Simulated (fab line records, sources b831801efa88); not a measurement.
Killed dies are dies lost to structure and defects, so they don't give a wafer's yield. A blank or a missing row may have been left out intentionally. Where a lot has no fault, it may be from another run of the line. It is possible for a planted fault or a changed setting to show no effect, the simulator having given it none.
fab line records	flow gf180mcu
[record] lots = 24	wafers = 72	lastDay = 34
route steps=602 shown V1@353 V2@383 V3@445 M5@536
lots that met no fault: from a run of the same line without faults
startH: the number of hours between the record's first day and the start of the first shown wafer of the lot	waitH: hours since the lot's step before	" repeats the value in the row above	L1.1+2: one row covering several wafers at once	- either no value or no given start	* or withheld: withheld	< > ~ a bound
route shown NAME@n: NAME is a module with steps in the file, n the number in the route of the first one	usual: mean/standard deviation taken from wafers without a fault	same: alike in all rows	chamber/n: place in a boat	sites: the reading at each site	_std_site: how widely they spread, as a standard deviation	_edge_site: outer sites' mean less inner sites'	radiusMm: how far each site lies from the wafer's centre	mask NAME#n: copy n	behind: the last tool/chamber to shape the wafer	hold: why the lot was held/for how many hours/how that ended	device: transistor that didn't switch, given as n, p or np	end of line: tests of these same wafers at the route's end	step lacking rows: just its recipe	killed: not the wafer's yield, but the dies lost to structure and defects at the first sort	map: the dies of a wafer, with x for killed, . for not killed, _ for no die there
set.NAME: the setting that was run; set.NAME@STEP: the one run at that earlier step	model.NAME: the simulator's own value behind a step, which no gauge read
the route's steps for a sample of lots (tables are steps, rows are wafers)
services: when a tool's chamber went out of use (startH, in hours from the record's first day, below 0 if earlier), for how many hours, and the reason
[[steps]]
[step GF_V1_STRIP_18]
[recipe] chemistry = O2/N2	powerW = 1400	pressureMtorr = 1500	platenTempC = 250	o2FlowSccm = 3000	n2FlowSccm = 300	overashFraction = 0.5
[usual] drypumpMotorCurrentA = 5.8/0.58	heaterPowerW = 326/22	oesProductAu = 0.592/0.0048
lot.wafer	tool	chamber	startH	waitH	drypumpMotorCurrentA	heaterPowerW	oesProductAu	rfHoursCounterH
L074.4	plasmaAsher-03	1	401.38	-	6.0	368	0.591	-
L074.5	"	0	"	"	6.7	354	0.591	-
L074.6	"	1	"	"	6.0	364	0.587	-
L075.1	plasmaAsher-04	1	435.43	-	5.6	316	0.596	32
L075.3	"	1	"	"	5.6	307	0.592	-
L075.5	"	1	"	"	5.6	299	0.585	-
L076.1	plasmaAsher-02	1	442.87	-	6.5	301	0.593	79
L076.2	"	0	"	"	5.3	331	0.588	79
L076.4	"	1	"	"	6.6	299	0.593	-
L077.2	plasmaAsher-04	0	446.33	-	5.2	322	0.592	34
L077.3	"	1	"	"	5.5	308	0.596	-
L077.5	"	0	"	"	5.2	340	0.590	-
L078.1	plasmaAsher-03	0	452.97	-	6.8	363	0.589	66
L078.3	"	0	"	"	6.8	359	0.601	-
L078.6	"	0	"	"	6.8	354	0.588	-
L079.1	plasmaAsher-03	0	460.85	-	6.8	354	0.594	67
L079.4	"	0	"	"	6.8	346	0.590	-
L079.6	"	0	"	"	6.8	364	0.590	-
L080.1	plasmaAsher-02	1	467.78	-	6.5	302	0.600	82
L080.3	"	0	"	"	5.3	337	0.593	-
L080.6	"	0	"	"	5.3	341	0.595	-
L081.3	plasmaAsher-02	1	480.48	-	6.6	304	0.588	-
L081.4	"	0	"	"	5.3	334	0.590	-
L081.5	"	1	"	"	6.6	297	0.594	-
L083.1	plasmaAsher-04	0	499.23	-	5.2	332	0.593	39
L083.4	"	0	"	"	5.2	324	0.587	-
L083.6	"	1	"	"	5.5	306	0.586	-
L082.2	plasmaAsher-04	1	501.27	-	5.6	300	0.588	39
L082.3	"	1	"	"	5.6	301	0.581	-
L082.5	"	0	"	"	5.2	330	0.589	-
L084.4	plasmaAsher-02	0	503.66	-	5.3	333	0.589	-
L084.5	"	1	"	"	6.6	306	0.592	-
L084.6	"	0	"	"	5.3	335	0.594	-
L085.1	plasmaAsher-04	1	514.04	-	5.6	309	0.587	41
L085.3	"	0	"	"	5.2	325	0.598	-
L085.6	"	0	"	"	5.2	314	0.598	-
L086.1	plasmaAsher-02	1	517.39	-	6.6	306	0.594	87
L086.2	"	0	"	"	5.3	322	0.599	87
L086.6	"	0	"	"	5.3	335	0.591	-
L087.1	plasmaAsher-04	0	534.92	-	5.2	330	0.597	43
L087.5	"	0	"	"	5.2	322	0.584	-
L087.6	"	1	"	"	5.6	307	0.596	-
L088.1	plasmaAsher-04	0	540.63	-	5.2	327	0.589	43
L088.2	"	1	"	"	5.6	304	0.603	43
L088.5	"	0	"	"	5.2	328	0.585	-
L089.3	plasmaAsher-02	1	548.01	-	6.6	307	0.592	-
L089.4	"	0	"	"	5.3	335	0.593	-
L089.6	"	1	"	"	6.5	306	0.598	-
L090.1	plasmaAsher-02	1	550.89	-	6.6	295	0.593	90
L090.5	"	1	"	"	6.6	299	0.587	-
L090.6	"	0	"	"	5.3	333	0.597	-
L091.1	plasmaAsher-04	1	565.34	-	5.5	311	0.599	46
L091.5	"	1	"	"	5.5	310	0.591	-
L091.6	"	0	"	"	5.2	335	0.593	-
L092.2	plasmaAsher-04	1	579.68	-	5.6	306	0.596	47
L092.3	"	1	"	"	5.6	312	0.592	-
L092.5	"	0	"	"	5.3	326	0.592	-
L093.3	plasmaAsher-03	1	585.11	-	5.9	367	0.584	-
L093.5	"	0	"	"	6.8	349	0.593	-
L093.6	"	1	"	"	6.0	364	0.596	-
L094.3	plasmaAsher-04	1	589.86	-	5.6	306	0.589	-
L094.5	"	0	"	"	5.2	328	0.584	-
L094.6	"	1	"	"	5.6	308	0.592	-
L095.1	plasmaAsher-03	0	594.83	-	6.8	370	0.591	82
L095.5	"	0	"	"	6.7	356	0.589	-
L095.6	"	1	"	"	6.0	362	0.593	-
L096.1	plasmaAsher-02	1	597.55	-	6.5	305	0.593	94
L096.4	"	1	"	"	6.5	299	0.594	-
L096.6	"	0	"	"	5.3	333	0.598	-
L097.2	plasmaAsher-02	1	601.93	-	6.6	303	0.586	95
L097.3	"	0	"	"	5.3	339	0.595	-
L097.6	"	0	"	"	5.3	332	0.593	-
[step GF_V2_THK_MEAS_01]
[recipe] reads = SiO2_of_V2_CVD_00
[usual] V2_CVD_00_THK = 596/9.2
lot.wafer	tool	chamber	startH	waitH	V2_CVD_00_THK[nm]
L074.4	filmMetro-03	-	427.08	0.0	601
L074.5	"	-	"	"	595
L074.6	"	-	"	"	611
L075.1	filmMetro-03	-	461.82	0.0	594
L075.3	"	-	"	"	585
L075.5	"	-	"	"	597
L076.1	filmMetro-01	-	469.21	0.0	597
L076.2	"	-	"	"	617
L076.4	"	-	"	"	610
L077.2	filmMetro-03	-	473.22	0.0	592
L077.3	"	-	"	"	590
L077.5	"	-	"	"	589
L078.1	filmMetro-03	-	479.81	0.0	583
L078.3	"	-	"	"	583
L078.6	"	-	"	"	596
L079.1	filmMetro-02	-	487.52	0.1	604
L079.4	"	-	"	"	605
L079.6	"	-	"	"	602
L080.1	filmMetro-03	-	494.38	0.1	585
L080.3	"	-	"	"	589
L080.6	"	-	"	"	590
L081.3	filmMetro-01	-	506.82	0.1	597
L081.4	"	-	"	"	594
L081.5	"	-	"	"	601
L083.1	filmMetro-01	-	525.32	0.0	596
L083.4	"	-	"	"	601
L083.6	"	-	"	"	592
L082.2	filmMetro-01	-	527.04	0.0	611
L082.3	"	-	"	"	602
L082.5	"	-	"	"	610
L084.4	filmMetro-03	-	529.00	0.0	591
L084.5	"	-	"	"	590
L084.6	"	-	"	"	606
L085.1	filmMetro-03	-	539.54	0.0	586
L085.3	"	-	"	"	593
L085.6	"	-	"	"	587
L086.1	filmMetro-01	-	542.19	0.0	580
L086.2	"	-	"	"	577
L086.6	"	-	"	"	583
L087.1	filmMetro-03	-	559.56	0.0	592
L087.5	"	-	"	"	590
L087.6	"	-	"	"	582
L088.1	filmMetro-01	-	564.41	0.0	609
L088.2	"	-	"	"	603
L088.5	"	-	"	"	611
L089.3	filmMetro-01	-	572.61	0.1	591
L089.4	"	-	"	"	595
L089.6	"	-	"	"	590
L090.1	filmMetro-01	-	575.03	0.0	592
L090.5	"	-	"	"	595
L090.6	"	-	"	"	591
L091.1	filmMetro-03	-	588.99	0.0	601
L091.5	"	-	"	"	616
L091.6	"	-	"	"	602
L092.2	filmMetro-02	-	603.64	0.0	599
L092.3	"	-	"	"	604
L092.5	"	-	"	"	591
L093.3	filmMetro-01	-	608.04	0.1	589
L093.5	"	-	"	"	592
L093.6	"	-	"	"	590
L094.3	filmMetro-01	-	612.74	0.1	603
L094.5	"	-	"	"	598
L094.6	"	-	"	"	609
L095.1	filmMetro-02	-	617.64	0.0	610
L095.5	"	-	"	"	608
L095.6	"	-	"	"	596
L096.1	filmMetro-02	-	620.59	0.0	614
L096.4	"	-	"	"	618
L096.6	"	-	"	"	616
L097.2	filmMetro-01	-	624.86	0.0	603
L097.3	"	-	"	"	600
L097.6	"	-	"	"	602
[step GF_V2_SPUTTER_21]
[recipe] material = Ti	targetThkNm = 15	chamberPressurePa = 5	powerW = 2500	substrateTempC = 200	timeS = 80.02
[usual] throttleValvePct = 30.0/0.87
lot.wafer	tool	chamber	startH	waitH	throttleValvePct
L074.4	pvdSputter-04	-	452.82	0.0	29.5
L074.5	"	-	"	"	30.1
L074.6	"	-	"	"	29.6
L075.1	pvdSputter-04	-	487.45	0.0	29.7
L075.3	"	-	"	"	29.5
L075.5	"	-	"	"	29.5
L076.1	pvdSputter-04	-	494.87	0.0	29.5
L076.2	"	-	"	"	31.3
L076.4	"	-	"	"	29.7
L077.2	pvdSputter-02	-	498.84	0.0	31.5
L077.3	"	-	"	"	30.4
L077.5	"	-	"	"	30.5
L078.1	pvdSputter-04	-	505.65	0.0	29.4
L078.3	"	-	"	"	31.1
L078.6	"	-	"	"	29.6
L079.1	pvdSputter-03	-	512.68	0.0	30.4
L079.4	"	-	"	"	30.1
L079.6	"	-	"	"	30.0
L080.1	pvdSputter-02	-	518.91	0.0	31.4
L080.3	"	-	"	"	30.4
L080.6	"	-	"	"	28.4
L081.3	pvdSputter-02	-	531.09	0.0	31.5
L081.4	"	-	"	"	28.4
L081.5	"	-	"	"	30.3
L083.1	pvdSputter-04	-	549.38	0.0	30.0
L083.4	"	-	"	"	31.3
L083.6	"	-	"	"	29.5
L082.2	pvdSputter-03	-	551.39	0.0	29.5
L082.3	"	-	"	"	29.9
L082.5	"	-	"	"	29.7
L084.4	pvdSputter-03	-	553.34	0.0	29.7
L084.5	"	-	"	"	28.2
L084.6	"	-	"	"	30.3
L085.1	pvdSputter-04	-	563.05	0.0	29.6
L085.3	"	-	"	"	31.3
L085.6	"	-	"	"	29.7
L086.1	pvdSputter-03	-	564.91	0.0	30.3
L086.2	"	-	"	"	28.4
L086.6	"	-	"	"	29.9
L087.1	pvdSputter-02	-	582.17	0.0	28.6
L087.5	"	-	"	"	30.1
L087.6	"	-	"	"	31.6
L088.1	pvdSputter-03	-	587.03	0.0	30.2
L088.2	"	-	"	"	30.7
L088.5	"	-	"	"	29.7
L089.3	pvdSputter-04	-	596.54	0.0	29.7
L089.4	"	-	"	"	31.2
L089.6	"	-	"	"	29.9
L090.1	pvdSputter-02	-	597.49	0.0	31.6
L090.5	"	-	"	"	30.6
L090.6	"	-	"	"	28.4
L091.1	pvdSputter-02	-	611.23	0.0	31.3
L091.5	"	-	"	"	28.5
L091.6	"	-	"	"	30.5
L092.2	pvdSputter-02	-	625.74	0.0	31.5
L092.3	"	-	"	"	28.5
L092.5	"	-	"	"	28.7
L093.3	pvdSputter-03	-	629.49	0.0	30.2
L093.5	"	-	"	"	29.7
L093.6	"	-	"	"	30.1
L094.3	pvdSputter-04	-	634.48	0.0	30.2
L094.5	"	-	"	"	31.3
L094.6	"	-	"	"	29.5
L095.1	pvdSputter-03	-	639.84	0.0	29.8
L095.5	"	-	"	"	30.1
L095.6	"	-	"	"	30.7
L096.1	pvdSputter-03	-	641.23	0.0	30.3
L096.4	"	-	"	"	30.1
L096.6	"	-	"	"	30.4
L097.2	pvdSputter-02	-	645.79	0.0	28.5
L097.3	"	-	"	"	30.4
L097.6	"	-	"	"	28.6
[step GF_V2_CMP_26]
[recipe] stopOn = SiO2	downForcePsi = 3.5	platenRpm = 60	tOverpolishS = 15	targetThkNm = 0	padVelocityMS = 0.94248
[usual] motorCurrentA = 10.8/0.74	overpolishRunS = 14.998/0.0089	timeToEndpointS = 87/4
lot.wafer	tool	chamber	startH	waitH	motorCurrentA	overpolishRunS	timeToEndpointS
L074.4	cmp-02	3	453.22	0.0	10.3	15.010	89
L074.5	"	3	"	"	10.5	15.012	92
L074.6	"	0	"	"	10.5	14.987	86
L075.3	cmp-02	0	488.05	0.1	10.0	14.978	84
L075.1	"	1	"	"	10.9	15.000	82
L075.5	"	2	"	"	12.5	14.991	91
L076.2	cmp-01	3	495.26	0.0	10.7	14.981	87
L076.4	"	0	"	"	10.6	15.007	90
L076.1	"	2	"	"	10.7	15.004	89
L077.2	cmp-02	3	499.24	0.0	10.0	15.004	80
L077.3	"	0	"	"	10.6	15.008	78
L077.5	"	0	"	"	10.0	14.999	75
L078.1	cmp-02	1	506.04	0.1	10.3	14.998	86
L078.3	"	0	"	"	10.2	15.007	84
L078.6	"	2	"	"	12.2	14.987	89
L079.1	cmp-02	2	513.07	0.1	12.4	15.003	90
L079.4	"	3	"	"	10.4	14.996	85
L079.6	"	3	"	"	10.2	14.972	90
L080.3	cmp-01	2	519.41	0.1	10.8	15.012	88
L080.1	"	3	"	"	11.0	14.997	86
L080.6	"	0	"	"	10.4	15.003	89
L081.4	cmp-02	3	531.70	0.1	10.6	14.992	86
L081.3	"	0	"	"	9.9	14.998	80
L081.5	"	2	"	"	12.6	14.995	85
L083.1	cmp-01	0	549.77	0.1	10.9	15.007	86
L083.4	"	1	"	"	10.6	15.002	86
L083.6	"	1	"	"	10.0	15.005	78
L082.3	cmp-01	1	551.99	0.1	10.7	14.997	80
L082.2	"	2	"	"	11.1	14.988	86
L082.5	"	0	"	"	10.4	14.998	86
L084.4	cmp-02	2	553.74	0.0	12.7	15.005	89
L084.6	"	2	"	"	12.9	14.980	95
L084.5	"	3	"	"	10.0	14.989	91
L085.1	cmp-01	0	563.44	0.1	10.8	14.985	88
L085.3	"	1	"	"	10.4	14.994	82
L085.6	"	1	"	"	10.7	15.000	83
L086.2	cmp-01	1	565.41	0.1	9.9	14.993	86
L086.1	"	2	"	"	10.7	14.986	85
L086.6	"	0	"	"	10.8	15.007	85
L087.1	cmp-01	0	582.61	0.1	10.7	14.981	89
L087.5	"	3	"	"	10.7	15.009	84
L087.6	"	0	"	"	10.3	14.996	86
L088.1	cmp-02	3	587.42	0.1	10.0	14.997	95
L088.2	"	1	"	"	11.0	14.993	89
L088.5	"	3	"	"	9.9	14.997	89
L089.3	cmp-01	0	597.04	0.1	10.5	15.000	89
L089.4	"	3	"	"	11.3	15.006	89
L089.6	"	1	"	"	10.2	15.015	85
L090.1	cmp-01	0	597.88	0.1	10.9	15.006	94
L090.6	"	0	"	"	10.8	15.003	88
L090.5	"	1	"	"	10.5	15.007	86
L091.1	cmp-01	2	611.68	0.1	11.0	14.998	93
L091.5	"	1	"	"	10.8	15.006	86
L091.6	"	2	"	"	10.7	15.008	91
L092.3	cmp-01	1	626.13	0.0	10.2	15.003	82
L092.2	"	2	"	"	10.6	15.013	90
L092.5	"	1	"	"	10.6	15.003	82
L093.3	cmp-02	2	629.94	0.1	12.2	14.999	91
L093.5	"	1	"	"	10.2	15.020	88
L093.6	"	2	"	"	12.0	14.990	92
L094.3	cmp-02	2	634.92	0.1	12.6	14.998	92
L094.6	"	1	"	"	10.8	15.000	87
L094.5	"	2	"	"	12.6	15.006	97
L095.1	cmp-01	2	640.29	0.1	10.7	14.992	90
L095.5	"	1	"	"	10.0	15.000	86
L095.6	"	2	"	"	10.7	14.991	90
L096.4	cmp-01	1	641.64	0.0	10.2	15.014	85
L096.1	"	3	"	"	11.6	15.000	81
L096.6	"	1	"	"	10.6	15.007	83
L097.2	cmp-02	2	646.28	0.1	12.4	14.990	88
L097.3	"	3	"	"	10.3	14.994	90
L097.6	"	1	"	"	10.2	14.981	88
[step GF_V3_ETCH_16]
[recipe] chemistry = N2/H2	targetDepthA = withheld	overetchA = withheld	timeS = withheld	target = BARC	ionEnergyEv = 200	sourceW = 500	biasW = 100	pressureMtorr = 30	n2FlowSccm = 100	h2FlowSccm = 200
[usual] drypumpMotorCurrentA = 5.6/0.47	oesProductAu = 0.855/0.0047	throttleValvePct = 13.225/0.009
lot.wafer	tool	chamber	startH	waitH	drypumpMotorCurrentA	oesProductAu	throttleValvePct
L074.4	rieDiel-01	0	504.10	0.0	5.1	0.865	13.230
L074.5	"	3	"	"	5.3	0.851	13.236
L074.6	"	0	"	"	5.1	0.855	13.226
L075.1	rieDiel-03	2	536.14	0.0	5.8	0.852	13.233
L075.3	"	3	"	"	5.4	0.856	13.216
L075.5	"	2	"	"	5.8	0.851	13.225
L076.1	rieDiel-03	3	543.52	0.0	5.4	0.855	13.230
L076.2	"	1	"	"	5.7	0.853	13.224
L076.4	"	2	"	"	5.8	0.862	13.236
L077.2	rieDiel-03	0	546.86	0.0	5.9	0.855	13.227
L077.3	"	1	"	"	5.7	0.861	13.232
L077.5	"	2	"	"	5.8	0.848	13.223
L078.1	rieDiel-01	2	553.46	0.0	6.0	0.855	13.239
L078.3	"	0	"	"	5.1	0.851	13.215
L078.6	"	1	"	"	4.8	0.858	13.230
L079.1	rieDiel-01	0	559.00	0.0	5.1	0.853	13.225
L079.4	"	0	"	"	5.1	0.849	13.219
L079.6	"	2	"	"	6.0	0.853	13.224
L080.1	rieDiel-03	0	566.31	0.0	6.0	0.862	13.235
L080.3	"	1	"	"	5.7	0.858	13.226
L080.6	"	1	"	"	5.7	0.850	13.208
L081.3	rieDiel-01	3	578.19	0.0	5.3	0.858	13.216
L081.4	"	2	"	"	6.0	0.858	13.235
L081.5	"	3	"	"	5.2	0.854	13.217
L083.1	rieDiel-04	1	595.65	0.0	6.2	0.850	13.223
L083.4	"	2	"	"	6.5	0.852	13.218
L083.6	"	1	"	"	6.2	0.860	13.222
L082.2	rieDiel-04	2	597.06	0.0	6.5	0.858	13.235
L082.3	"	1	"	"	6.2	0.857	13.234
L082.5	"	2	"	"	6.5	0.856	13.222
L084.4	rieDiel-04	2	599.01	0.0	6.5	0.858	13.231
L084.5	"	3	"	"	5.4	0.857	13.236
L084.6	"	1	"	"	6.2	0.855	13.240
L085.1	rieDiel-04	1	608.21	0.0	6.2	0.865	13.204
L085.3	"	3	"	"	5.4	0.858	13.235
L085.6	"	0	"	"	5.6	0.855	13.224
L086.1	rieDiel-03	3	609.99	0.0	5.4	0.857	13.214
L086.2	"	0	"	"	5.9	0.855	13.219
L086.6	"	2	"	"	5.8	0.855	13.227
L087.1	rieDiel-04	2	625.69	0.0	6.5	0.854	13.216
L087.5	"	0	"	"	5.6	0.856	13.217
L087.6	"	1	"	"	6.2	0.850	13.232
L088.1	rieDiel-04	0	631.46	0.0	5.6	0.855	13.226
L088.2	"	3	"	"	5.4	0.858	13.234
L088.5	"	2	"	"	6.5	0.848	13.228
L089.3	rieDiel-03	3	640.15	0.0	5.4	0.854	13.211
L089.4	"	1	"	"	5.7	0.856	13.237
L089.6	"	1	"	"	5.7	0.854	13.223
L090.1	rieDiel-01	0	640.24	0.0	5.1	0.856	13.230
L090.5	"	3	"	"	5.3	0.851	13.229
L090.6	"	0	"	"	5.1	0.860	13.236
L091.1	rieDiel-01	1	653.79	0.0	4.8	0.855	13.243
L091.5	"	1	"	"	4.8	0.850	13.220
L091.6	"	2	"	"	6.0	0.854	13.213
L092.2	rieDiel-04	2	667.09	0.0	6.5	0.859	13.224
L092.3	"	0	"	"	5.6	0.856	13.235
L092.5	"	3	"	"	5.4	0.861	13.211
L093.3	rieDiel-03	2	670.65	0.0	5.8	0.857	13.239
L093.5	"	2	"	"	5.8	0.850	13.223
L093.6	"	3	"	"	5.4	0.848	13.212
L094.3	rieDiel-04	3	675.74	0.0	5.4	0.846	13.226
L094.5	"	1	"	"	6.2	0.854	13.217
L094.6	"	2	"	"	6.5	0.859	13.241
L095.1	rieDiel-01	1	680.40	0.0	4.8	0.858	13.212
L095.5	"	3	"	"	5.3	0.854	13.211
L095.6	"	0	"	"	5.1	0.849	13.232
L096.1	rieDiel-01	3	682.60	0.0	5.3	0.855	13.227
L096.4	"	0	"	"	5.1	0.869	13.232
L096.6	"	1	"	"	4.8	0.859	13.216
L097.2	rieDiel-03	3	686.59	0.0	5.4	0.860	13.227
L097.3	"	0	"	"	5.9	0.852	13.231
L097.6	"	3	"	"	5.4	0.851	13.223
[step GF_M5_METAL_ETCH_10]
[recipe] chemistry = Cl2/BCl3	maskMaterial = KrF	targetDepthNm = 627.5	stopOn = SiO2	pressureMtorr = 8	icpW = 800	biasW = 140	Cl2_flow_sccm = 80	bcl3FlowSccm = 40	timeS = 104.6
[usual] drypumpMotorCurrentA = 5.68/0.25	heBacksideLeakSccm = 3.27/0.2	oesProductAu = 0.972/0.0071	throttleValvePct = 28.250/0.011
lot.wafer	tool	chamber	startH	waitH	drypumpMotorCurrentA	heBacksideLeakSccm	oesProductAu	rfHoursCounterH	throttleValvePct
L074.4	rieMetal-02	1	598.87	0.0	5.92	3.14	0.970	-	28.246
L074.5	"	0	"	"	5.47	3.26	0.963	-	28.244
L074.6	"	1	"	"	5.92	3.19	0.976	-	28.261
L075.1	rieMetal-04	1	626.94	0.0	5.31	3.09	0.972	6	28.242
L075.3	"	0	"	"	5.86	3.45	0.971	-	28.247
L075.5	"	1	"	"	5.31	3.33	0.974	-	28.257
L076.1	rieMetal-04	1	634.17	0.0	5.33	3.28	0.960	7	28.256
L076.2	"	0	"	"	5.85	3.27	0.974	10	28.243
L076.4	"	1	"	"	5.33	3.42	0.959	-	28.262
L077.2	rieMetal-04	1	636.87	0.0	5.32	2.98	0.977	7	28.247
L077.3	"	0	"	"	5.89	3.29	0.974	-	28.256
L077.5	"	0	"	"	5.85	3.26	0.973	-	28.241
L078.1	rieMetal-03	1	643.57	0.0	5.89	3.38	0.973	4	28.244
L078.3	"	1	"	"	5.91	3.61	0.966	-	28.262
L078.6	"	0	"	"	5.43	3.25	0.960	-	28.255
L079.1	rieMetal-03	0	648.47	0.0	5.46	2.92	0.961	11	28.260
L079.4	"	1	"	"	5.92	3.51	0.965	-	28.263
L079.6	"	1	"	"	5.90	3.20	0.964	-	28.245
L080.1	rieMetal-02	0	654.17	0.0	5.47	3.32	0.966	10	28.258
L080.3	"	0	"	"	5.45	3.31	0.962	-	28.258
L080.6	"	0	"	"	5.45	3.47	0.965	-	28.235
L081.3	rieMetal-03	1	665.82	0.1	5.90	3.51	0.977	-	28.237
L081.4	"	0	"	"	5.47	3.13	0.969	-	28.236
L081.5	"	0	"	"	5.47	3.35	0.974	-	28.263
L083.1	rieMetal-04	1	678.79	0.0	5.30	2.99	0.982	8	28.229
L083.4	"	0	"	"	5.85	3.04	0.990	-	28.240
L083.6	"	1	"	"	5.32	2.97	0.986	-	28.222
L082.2	rieMetal-03	0	681.12	0.0	5.46	3.29	0.968	12	28.250
L082.3	"	1	"	"	5.90	3.48	0.977	-	28.241
L082.5	"	0	"	"	5.48	3.54	0.980	-	28.238
L084.4	rieMetal-04	1	683.61	0.0	5.33	3.08	0.966	-	28.260
L084.5	"	0	"	"	5.84	3.33	0.968	-	28.235
L084.6	"	1	"	"	5.32	3.20	0.972	-	28.243
L085.1	rieMetal-04	1	692.62	0.0	5.31	3.14	0.977	9	28.260
L085.3	"	1	"	"	5.31	3.18	0.966	-	28.254
L085.6	"	0	"	"	5.86	3.51	0.973	-	28.259
L086.1	rieMetal-03	1	692.97	0.0	5.89	3.44	0.972	5	28.259
L086.2	"	0	"	"	5.44	3.06	0.976	12	28.253
L086.6	"	0	"	"	5.44	3.00	0.978	-	28.241
L087.1	rieMetal-03	0	708.02	0.0	5.46	3.03	0.974	13	28.253
L087.5	"	0	"	"	5.44	3.05	0.974	-	28.242
L087.6	"	1	"	"	5.92	3.37	0.963	-	28.248
L088.1	rieMetal-03	0	712.52	0.0	5.45	3.09	0.965	13	28.249
L088.2	"	1	"	"	5.90	3.40	0.963	6	28.257
L088.5	"	1	"	"	5.93	3.47	0.963	-	28.261
L089.3	rieMetal-02	1	721.11	0.0	5.92	3.09	0.975	-	28.270
L089.4	"	0	"	"	5.47	3.19	0.969	-	28.258
L089.6	"	0	"	"	5.45	3.20	0.983	-	28.244
L090.1	rieMetal-04	1	721.29	0.0	5.31	3.00	0.971	10	28.256
L090.5	"	0	"	"	5.85	3.03	0.966	-	28.234
L090.6	"	1	"	"	5.33	3.26	0.966	-	28.274
L091.1	rieMetal-03	1	733.47	0.0	5.91	3.37	0.973	7	28.258
L091.5	"	1	"	"	5.91	3.28	0.972	-	28.233
L091.6	"	0	"	"	5.45	2.91	0.982	-	28.240
L092.2	rieMetal-02	1	744.91	0.0	5.92	2.99	0.983	-	28.245
L092.3	"	1	"	"	5.93	3.09	0.981	-	28.248
L092.5	"	1	"	"	5.93	3.14	0.979	-	28.246
L093.3	rieMetal-03	1	748.10	0.1	5.90	3.45	0.972	-	28.257
L093.5	"	1	"	"	5.91	3.80	0.956	-	28.258
L093.6	"	1	"	"	5.89	3.63	0.964	-	28.270
L094.3	rieMetal-03	1	751.86	0.1	5.92	3.54	0.975	-	28.234
L094.5	"	1	"	"	5.90	3.59	0.985	-	28.237
L094.6	"	1	"	"	5.91	3.59	0.977	-	28.235
L095.1	rieMetal-04	0	758.28	0.0	5.86	3.27	0.974	15	28.232
L095.5	"	1	"	"	5.30	3.16	0.966	-	28.257
L095.6	"	0	"	"	5.87	3.27	0.970	-	28.239
L096.1	rieMetal-02	1	758.99	0.0	5.91	3.22	0.969	5	28.259
L096.4	"	1	"	"	5.95	3.17	0.980	-	28.239
L096.6	"	1	"	"	5.93	3.22	0.980	-	28.235
L097.2	rieMetal-04	0	761.67	0.0	5.89	3.21	0.981	15	28.254
L097.3	"	0	"	"	5.87	3.32	0.967	-	28.261
L097.6	"	0	"	"	5.91	3.15	0.965	-	28.253
[[services]]
tool	chamber	startH	hours	kind
plasmaAsher-02	-	386.26	0.7	repair
cmp-01	-	399.25	5.5	pm
cmp-02	-	404.30	4.0	pm
cmp-02	-	416.43	4.6	repair
cmp-02	-	422.00	1.3	repair
cmp-02	-	423.50	1.3	repair
cmp-01	-	436.01	3.6	repair
cmp-01	-	436.81	0.7	repair
rieMetal-03	1	467.48	1.1	repair
cmp-01	-	488.11	2.5	repair
cmp-01	-	501.84	6.6	repair
cmp-02	-	503.87	0.4	repair
cmp-02	-	546.98	0.8	repair
cmp-02	-	556.03	2.1	repair
cmp-01	-	570.29	5.8	repair
cmp-01	-	576.13	4.0	pm
cmp-02	-	596.49	8.9	repair
cmp-02	-	605.36	5.1	pm
cmp-01	-	646.22	2.6	repair
cmp-01	-	649.98	1.9	repair
cmp-01	-	651.91	9.5	pm
cmp-01	-	673.32	0.3	repair
cmp-02	-	673.41	1.2	repair
cmp-02	-	744.30	4.0	pm
[[key]]
fault none
